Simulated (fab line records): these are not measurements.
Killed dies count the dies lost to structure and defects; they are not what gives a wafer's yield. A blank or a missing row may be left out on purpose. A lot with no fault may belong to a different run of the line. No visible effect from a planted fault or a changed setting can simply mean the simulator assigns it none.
fab line records ; flow sky130
record lots=6; wafers=18; lastDay=50
route steps=708 shown LDD_HVP@288 LDD_LDN@289 PAD_OPEN@708
lots with no fault: from the same line, run without faults
startH: the number of hours between the record's first day and the start of the first shown wafer of the lot ; waitH: how many hours have passed since the lot's step before this one ; " as in the row above ; L1.1+2: one row covering several wafers at once ; - no value, or no start given ; * or withheld: withheld ; < > ~ a bound
route shown NAME@n: names a module that has steps shown in the file, with the first one's number in the route ; usual: mean/standard deviation taken from wafers without a fault ; same: alike in all rows ; chamber/n: place in a boat ; sites: per-site readings ; _std_site: how widely they spread, as a standard deviation ; _edge_site: the outer-site mean with the inner-site mean subtracted ; radiusMm: for every site, how far away it sits from the centre of the wafer ; mask NAME#n: copy n ; behind: the most recent tool/chamber to have shaped the wafer ; hold: what put the lot on hold/how long, in hours/how the hold closed ; device: transistor that didn't switch, given as n, p or np ; end of line: the route-end tests of the same wafers ; a step given without rows: its recipe and nothing more ; killed: at the first sort, the dies lost to defects and structure; wafer yield is something else ; map: shows each die of a wafer: x if killed, . if not, _ if none is there
set.NAME: the setting the step ran with; set.NAME@STEP: the setting that earlier step ran with ; model.NAME: the simulator's own value behind a step, which no gauge read
lots at some steps of the route; a table a step, a row a wafer
services: from which hour (startH, from the record's first day; less than 0 if before it) a tool's chamber was out of use, for how many hours, and why
## steps
# step SKY_LDD_HVP_TW_MEAS_10
# usual LDD_HVP_TW=455/4.2
lot.wafer;tool;chamber;startH;waitH;LDD_HVP_TW
L310.2;filmMetro-01;-;530.57;0.1;451
L310.3;filmMetro-01;-;530.57;0.1;451
L310.5;filmMetro-01;-;530.57;0.1;450
L312.2;filmMetro-03;-;544.37;0.1;456
L312.3;filmMetro-03;-;544.37;0.1;457
L312.6;filmMetro-03;-;544.37;0.1;457
L324.2;filmMetro-01;-;649.22;0.1;448
L324.4;filmMetro-01;-;649.22;0.1;447
L324.5;filmMetro-01;-;649.22;0.1;447
L325.3;filmMetro-03;-;662.18;0.1;458
L325.5;filmMetro-03;-;662.18;0.1;461
L325.6;filmMetro-03;-;662.18;0.1;458
L327.1;filmMetro-01;-;678.56;0.1;449
L327.2;filmMetro-01;-;678.56;0.1;450
L327.6;filmMetro-01;-;678.56;0.1;449
L329.1;filmMetro-03;-;692.36;0.1;460
L329.3;filmMetro-03;-;692.36;0.1;459
L329.4;filmMetro-03;-;692.36;0.1;459
# step SKY_LDD_LDN_DEHYDRATE_00
# recipe tempC=200; timeS=60
# step SKY_LDD_LDN_HMDS_01
# recipe primeTimeS=60; primeTempC=120
# step SKY_LDD_LDN_COAT_02
# recipe resist=NOVOLAK; spinRpm=3000; resistThkNm=1140
# step SKY_LDD_LDN_SOFTBAKE_03
# recipe tempC=90; timeS=60; resist=NOVOLAK
# step SKY_LDD_LDN_EXPOSE_04
# recipe maskId=LDNTM; na=0.6; sourceShape=conventional; sigmaOuter=0.6; polarization=unpolarized; targetCdNm=700; doseMj=140
# step SKY_LDD_LDN_PEB_05
# recipe tempC=withheld; timeS=*; resist=NOVOLAK
# step SKY_LDD_LDN_DEVELOP_06
# recipe resist=NOVOLAK; developer=TMAH; developTimeS=60; devTempC=23
# step SKY_LDD_LDN_OVL_MEAS_07
# usual LDD_LDN_OVL=0.2/1.7
lot.wafer;tool;chamber;startH;waitH;LDD_LDN_OVL[nm]
L310.2;overlay-02;-;560.29;0.1;-2.0
L310.3;overlay-02;-;560.29;0.1;-1.1
L310.5;overlay-02;-;560.29;0.1;-0.3
L312.2;overlay-01;-;574.28;0.1;2.6
L312.3;overlay-01;-;574.28;0.1;-0.6
L312.6;overlay-01;-;574.28;0.1;0.4
L324.2;overlay-02;-;677.08;0.1;0.6
L324.4;overlay-02;-;677.08;0.1;0.7
L324.5;overlay-02;-;677.08;0.1;0.3
L325.3;overlay-02;-;690.06;0.1;0.0
L325.5;overlay-02;-;690.06;0.1;-0.9
L325.6;overlay-02;-;690.06;0.1;1.3
L327.1;overlay-01;-;706.34;0.1;2.9
L327.2;overlay-01;-;706.34;0.1;3.2
L327.6;overlay-01;-;706.34;0.1;0.6
L329.1;overlay-02;-;719.64;0.1;-1.4
L329.3;overlay-02;-;719.64;0.1;-0.9
L329.4;overlay-02;-;719.64;0.1;-1.2
# step SKY_LDD_LDN_IMPLANT_08
# recipe species=As; energyKev=15; doseCm2=1.25e+13; tiltDeg=withheld; rotationDeg=23
# step SKY_LDD_LDN_IMPLANT_09
# recipe species=As; energyKev=15; doseCm2=1.25e+13; tiltDeg=withheld; rotationDeg=113
# step SKY_LDD_LDN_IMPLANT_10
# recipe species=As; energyKev=15; doseCm2=1.25e+13; tiltDeg=withheld; rotationDeg=203
# step SKY_LDD_LDN_IMPLANT_11
# recipe species=As; energyKev=15; doseCm2=1.25e+13; tiltDeg=withheld; rotationDeg=293
# usual beamOnS=10.01/0.21; doseIonsCm2=1.25e+13/1.2e+10; faradayCurrentUA=70.4/1.4
lot.wafer;tool;chamber;startH;waitH;beamOnS;doseIonsCm2;faradayCurrentUA
L310.2;implanter-01;0;560.80;0.1;10.03;1.2488e+13;70.2
L310.3;implanter-01;0;560.80;0.1;9.98;1.2496e+13;70.4
L310.5;implanter-01;0;560.80;0.1;10.26;1.2477e+13;68.7
L312.2;implanter-03;0;574.79;0.1;9.65;1.2476e+13;72.6
L312.3;implanter-03;0;574.79;0.1;9.89;1.25e+13;70.7
L312.6;implanter-03;0;574.79;0.1;10.05;1.2486e+13;69.8
L324.2;implanter-01;0;677.59;0.1;10.21;7.484e+12;41.2
L324.4;implanter-01;0;677.59;0.1;9.78;7.462e+12;43.2
L324.5;implanter-01;0;677.59;0.1;10.21;7.496e+12;41.2
L325.3;implanter-03;0;690.58;0.1;9.91;1.2497e+13;70.7
L325.5;implanter-03;0;690.58;0.1;10.13;1.2497e+13;70.0
L325.6;implanter-03;0;690.58;0.1;10.08;1.2502e+13;70.1
L327.1;implanter-01;0;706.82;0.1;10.41;7.46e+12;40.4
L327.2;implanter-01;0;706.82;0.1;10.18;7.445e+12;41.4
L327.6;implanter-01;0;706.82;0.1;10.01;7.459e+12;42.0
L329.1;implanter-04;0;720.13;0.1;9.94;1.2489e+13;71.1
L329.3;implanter-04;0;720.13;0.1;10.52;1.2477e+13;66.7
L329.4;implanter-04;0;720.13;0.1;9.67;1.2497e+13;72.6
# step SKY_LDD_LDN_STRIP_12
# recipe chemistry=O2/N2; powerW=1400; pressureMtorr=1500; platenTempC=withheld; o2FlowSccm=3000; n2FlowSccm=300; overashFraction=0.5
# usual chamberPressureMTorr=1500.1/2.7; drypumpMotorCurrentA=5.95/0.25; oesProductAu=0.716/0.0046; stripTimeToEndpointS=14.18/0.039
lot.wafer;tool;chamber;startH;waitH;chamberPressureMTorr;drypumpMotorCurrentA;oesProductAu;rfHoursCounterH;stripTimeToEndpointS
L310.2;plasmaAsher-04;1;560.92;0.1;1498.5;6.09;0.716;72;14.18
L310.3;plasmaAsher-04;0;560.92;0.1;1500.9;6.19;0.714;-;14.19
L310.5;plasmaAsher-04;1;560.92;0.1;1501.9;6.11;0.719;-;14.19
L312.2;plasmaAsher-02;0;574.91;0.1;1502.6;6.10;0.726;92;14.13
L312.3;plasmaAsher-02;0;574.91;0.1;1500.7;6.09;0.721;-;14.16
L312.6;plasmaAsher-02;1;574.91;0.1;1501.0;5.68;0.713;-;14.15
L324.2;plasmaAsher-03;1;677.71;0.1;1499.0;5.60;0.720;57;14.15
L324.4;plasmaAsher-03;0;677.71;0.1;1499.2;5.50;0.725;-;14.14
L324.5;plasmaAsher-03;0;677.71;0.1;1499.0;5.54;0.714;-;14.18
L325.3;plasmaAsher-02;0;690.71;0.1;1499.3;6.08;0.709;-;14.15
L325.5;plasmaAsher-02;0;690.71;0.1;1499.0;6.09;0.723;-;14.13
L325.6;plasmaAsher-02;1;690.71;0.1;1500.1;5.65;0.714;-;14.18
L327.1;plasmaAsher-04;1;706.97;0.1;1500.7;6.08;0.717;85;14.16
L327.2;plasmaAsher-04;0;706.97;0.1;1499.2;6.21;0.712;85;14.18
L327.6;plasmaAsher-04;0;706.97;0.1;1499.3;6.21;0.719;-;14.15
L329.1;plasmaAsher-04;0;720.28;0.1;1499.6;6.21;0.715;87;14.11
L329.3;plasmaAsher-04;1;720.28;0.1;1500.0;6.09;0.716;-;14.14
L329.4;plasmaAsher-04;0;720.28;0.1;1501.9;6.22;0.718;-;14.11
# step SKY_PAD_OPEN_PROBE_99
# usual killed_at_M0_to_M3=44/7.2; killed_at_M4_up=3.5/1.8; killedAtContacts=25/5.1; killedAtFrontEnd=14/4.4; killedAtOther=0.4/0.58; killedDies=87/9.1; killedOpen=48/6.9; killedShort=38/6.3
# same grossDies=492; killedAtBackSide=0
lot.wafer;tool;chamber;startH;waitH;killed_at_M0_to_M3;killed_at_M4_up;killedAtContacts;killedAtFrontEnd;killedAtOther;killedDies;killedOpen;killedShort;model.etest.tipSonos.rsOhmSq
L310.2;prober-02;-;1099.06;0.1;45;3;33;15;1;97;55;41;2744
L310.3;prober-02;-;1099.11;0.2;41;7;22;10;1;81;42;39;2690
L310.5;prober-02;-;1099.21;0.2;48;6;29;16;0;99;61;38;2696
L312.2;prober-02;-;1111.49;0.1;50;3;28;21;0;102;56;46;2662
L312.3;prober-02;-;1111.54;0.2;54;2;25;10;0;91;49;42;2682
L312.6;prober-02;-;1111.69;0.2;51;3;22;11;1;88;47;40;2644
L324.2;prober-01;-;1175.74;0.1;43;2;14;16;1;76;42;34;2732
L324.4;prober-01;-;1175.84;0.2;32;3;22;9;0;66;36;30;2790
L324.5;prober-01;-;1175.89;0.2;47;3;23;19;0;92;62;29;2767
L325.3;prober-02;-;1185.96;0.2;47;0;21;12;0;80;50;30;2685
L325.5;prober-02;-;1186.06;0.2;41;2;29;20;0;92;49;43;2639
L325.6;prober-02;-;1186.11;0.2;39;2;19;17;1;78;39;38;2659
L327.1;prober-02;-;1194.65;0.1;45;3;22;11;0;81;45;36;2884
L327.2;prober-02;-;1194.70;0.1;46;4;24;10;0;84;53;31;2896
L327.6;prober-02;-;1194.90;0.2;24;5;27;18;2;76;45;31;2907
L329.1;prober-02;-;1200.66;0.1;55;3;26;19;0;103;58;45;2726
L329.3;prober-02;-;1200.76;0.2;37;6;32;20;0;95;60;35;2686
L329.4;prober-02;-;1200.81;0.2;53;3;23;11;0;90;52;38;2654
# killed by level:class
L310.2 CONTACT:geometricParticle:open=13 VIA1:geometricParticle:open=11 VIA3:geometricParticle:open=9 VIA1:geometricParticle:short=6 LI_CONTACT:geometricParticle:short=5 LI_CONTACT:geometricParticle:open=5 CONTACT:geometricParticle:short=5 FIELD_ISO:geometricParticle:open=4
L310.3 CONTACT:geometricParticle:open=9 VIA1:geometricParticle:open=9 LI_CONTACT:geometricParticle:open=6 VIA2:geometricParticle:short=5 METAL4:geometricParticle:short=5 METAL1:geometricParticle:short=4 METAL2:geometricParticle:short=4 VIA2:geometricParticle:open=4
L310.5 LI_CONTACT:geometricParticle:open=11 VIA1:geometricParticle:open=10 VIA3:geometricParticle:open=8 VIA2:geometricParticle:open=7 FIELD_ISO:geometricParticle:short=6 CONTACT:geometricParticle:short=5 CONTACT:geometricParticle:open=5 LI_CONTACT:geometricParticle:short=4
L312.2 CONTACT:geometricParticle:open=11 VIA1:geometricParticle:open=10 FIELD_ISO:geometricParticle:open=9 VIA3:geometricParticle:open=7 POLY_GATE:geometricParticle:open=7 METAL2:geometricParticle:short=7 METAL1:geometricParticle:short=7 CONTACT:geometricParticle:short=6
L312.3 CONTACT:geometricParticle:open=9 METAL1:geometricParticle:short=9 LI_CONTACT:geometricParticle:open=8 VIA3:geometricParticle:open=8 VIA1:geometricParticle:open=8 VIA2:geometricParticle:open=6 FIELD_ISO:geometricParticle:short=5 CONTACT:geometricParticle:short=5
L312.6 VIA1:geometricParticle:open=14 CONTACT:geometricParticle:open=11 VIA1:geometricParticle:short=9 VIA2:geometricParticle:short=6 METAL1:geometricParticle:short=5 VIA3:geometricParticle:open=4 VIA2:geometricParticle:open=4 LI_CONTACT:geometricParticle:short=3
L324.2 VIA3:geometricParticle:open=13 POLY_GATE:geometricParticle:short=7 VIA1:geometricParticle:short=7 VIA1:geometricParticle:open=7 VIA2:geometricParticle:open=6 LI_CONTACT:geometricParticle:open=5 CONTACT:geometricParticle:open=5 FIELD_ISO:geometricParticle:short=4
L324.4 CONTACT:geometricParticle:open=10 VIA2:geometricParticle:open=7 VIA1:geometricParticle:open=7 LI_CONTACT:geometricParticle:open=5 VIA1:geometricParticle:short=5 FIELD_ISO:geometricParticle:open=4 METAL1:geometricParticle:short=4 METAL2:geometricParticle:short=4
L324.5 VIA2:geometricParticle:open=11 VIA1:geometricParticle:open=10 VIA3:geometricParticle:open=9 LI_CONTACT:geometricParticle:open=8 CONTACT:geometricParticle:open=8 FIELD_ISO:geometricParticle:open=5 POLY_GATE:geometricParticle:open=5 FIELD_ISO:geometricParticle:short=4
L325.3 CONTACT:geometricParticle:open=9 VIA1:geometricParticle:open=9 VIA2:geometricParticle:open=7 VIA3:geometricParticle:open=6 METAL2:geometricParticle:short=6 CONTACT:geometricParticle:short=5 POLY_GATE:geometricParticle:open=4 METAL1:geometricParticle:short=4
L325.5 VIA2:geometricParticle:open=11 CONTACT:geometricParticle:open=7 LI_CONTACT:geometricParticle:open=7 CONTACT:geometricParticle:short=7 VIA1:geometricParticle:short=7 FIELD_ISO:geometricParticle:open=6 FIELD_ISO:geometricParticle:short=5 LOCAL_INTERCONNECT:geometricParticle:short=5
L325.6 VIA1:geometricParticle:open=13 FIELD_ISO:geometricParticle:short=7 VIA2:geometricParticle:open=7 POLY_GATE:geometricParticle:short=6 CONTACT:geometricParticle:open=6 METAL2:geometricParticle:short=5 LI_CONTACT:geometricParticle:open=5 METAL1:geometricParticle:short=4
L327.1 VIA1:geometricParticle:open=11 VIA2:geometricParticle:open=8 CONTACT:geometricParticle:open=8 METAL1:geometricParticle:short=8 LI_CONTACT:geometricParticle:open=7 VIA3:geometricParticle:open=5 METAL2:geometricParticle:short=4 VIA2:geometricParticle:short=4
L327.2 VIA1:geometricParticle:open=14 LI_CONTACT:geometricParticle:open=13 VIA1:geometricParticle:short=8 CONTACT:geometricParticle:open=7 METAL2:geometricParticle:short=6 VIA2:geometricParticle:open=5 VIA3:geometricParticle:open=5 FIELD_ISO:geometricParticle:short=4
L327.6 CONTACT:geometricParticle:open=10 FIELD_ISO:geometricParticle:short=9 LI_CONTACT:geometricParticle:open=8 VIA1:geometricParticle:open=5 VIA2:geometricParticle:open=5 CONTACT:geometricParticle:short=4 POLY_GATE:geometricParticle:open=3 METAL2:geometricParticle:short=3
L329.1 VIA1:geometricParticle:open=21 CONTACT:geometricParticle:open=9 CONTACT:geometricParticle:short=9 VIA2:geometricParticle:open=8 METAL2:geometricParticle:short=8 POLY_GATE:geometricParticle:short=7 VIA3:geometricParticle:open=6 POLY_GATE:geometricParticle:open=5
L329.3 VIA1:geometricParticle:open=12 CONTACT:geometricParticle:open=12 LI_CONTACT:geometricParticle:open=9 FIELD_ISO:geometricParticle:open=8 VIA2:geometricParticle:open=5 FIELD_ISO:geometricParticle:short=4 POLY_GATE:geometricParticle:open=4 VIA1:geometricParticle:short=4
L329.4 VIA1:geometricParticle:open=16 VIA2:geometricParticle:open=8 VIA3:geometricParticle:open=8 CONTACT:geometricParticle:short=6 CONTACT:geometricParticle:open=6 LI_CONTACT:geometricParticle:open=5 METAL2:geometricParticle:short=5 VIA2:geometricParticle:short=5
## services
tool;chamber;startH;hours;kind
implanter-03;-;561.66;7.6;pm
plasmaAsher-04;-;568.65;16.2;repair
plasmaAsher-03;-;582.19;0.8;repair
implanter-03;-;600.14;1.3;repair
plasmaAsher-03;-;604.02;9.8;repair
implanter-04;-;618.42;1.5;repair
implanter-01;-;622.84;2.6;repair
plasmaAsher-02;-;653.38;2.1;repair
plasmaAsher-03;-;654.99;2.8;pm
implanter-01;-;707.79;1.9;repair
implanter-01;-;717.57;4.2;repair
implanter-03;-;718.94;3.4;pm
## key
firstSign step=SKY_LDD_LDN_IMPLANT_11; reading=doseIonsCm2; direction=down; sigmas=99+; usual=*; struck=*
effect step=SKY_LDD_LDN_IMPLANT_11; reading=faradayCurrentUA; direction=down; sigmas=20; usual=70.4; struck=41.6
modelEffect step=SKY_PAD_OPEN_PROBE_99; value=etest.tipSonos.rsOhmSq; without=2683; struck=2829
metAt SKY_LDD_LDN_IMPLANT_11
struckWafers L324.2,L324.4,L324.5,L327.1,L327.2,L327.6
testerLeftOut L324,L327
onsetBetween 560.80 677.59
fault kind=processParameterDrift; tool=implanter-01; chamber=-; onsetH=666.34; steps=SKY_LDD_LDN_IMPLANT_11; channel=doseCm2; offset=*; shape=step; endH=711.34; actsIn=*; stated=*
# testerLeftOut: of these lots the tester's yield and bins aren't shown, on N5 and GAA mostly nor the transistor test; their killed dies are dies lost to structure and defects alone, not to doping, threshold or leakage, so they don't give the yield
